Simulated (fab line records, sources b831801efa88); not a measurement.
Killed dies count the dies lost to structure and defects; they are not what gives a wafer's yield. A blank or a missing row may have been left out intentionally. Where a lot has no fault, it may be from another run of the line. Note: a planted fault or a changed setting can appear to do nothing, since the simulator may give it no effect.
Which of the tools did it? ; flow gf180mcu ; at 1 step of a route of 602, 12 lots with 36 wafers sampled

WHAT EACH GAUGE READ, for each wafer
GF_HV_LDD_OVL_MEAS_08.
lot;measured;on;HV_LDD_OVL (nm)
L075;day 10 07:19;overlay-02;-0.4 -1.7 -3.0
L077;day 10 21:19;overlay-01;1.8 0.0 -0.2
L079;day 11 14:44;overlay-01;0.2 0.5 0.5
L081;day 11 23:39;overlay-01;3.1 2.4 2.5
L083;day 13 01:14;overlay-01;-0.3 -0.9 -0.6
L085;day 13 13:45;overlay-01;0.6 -0.1 0.1
L087;day 14 21:56;overlay-02;0.2 0.8 2.8
L088;day 14 22:26;overlay-02;2.1 4.4 3.0
L091;day 15 11:52;overlay-01;0.6 0.7 -1.5
L093;day 16 01:28;overlay-02;-2.9 -1.2 -2.0
L095;day 16 13:59;overlay-01;2.4 4.8 2.5
L097;day 17 08:04;overlay-01;3.4 4.2 0.7

TOOL THAT RAN EACH LOT (tool first, then ch and the chambers of the sampled wafers, then the start)
The record shows no process step preceding these readings.

THE ANSWER, worked out from the rows above alone
Rule: the usual values come from the lots themselves. Put in order of their means at a reading, lots are off if they are a third of the lots or fewer, leave a main group of 4 or more, and stand apart from it by a gap of 3 or more times the standard deviation of the main group's means; of several such gaps the widest counts. A main group is skipped when, at the precision printed for the reading in the tables above, its means are all equal. A lot without any number at a reading at which 4 lots or more have one is off too. Any other lot the step has rows for is counted as sound.
No lot is off on any of the readings shown, so nothing can be concluded from this.

WHAT HAD BEEN PUT IN BY THE SIMULATOR
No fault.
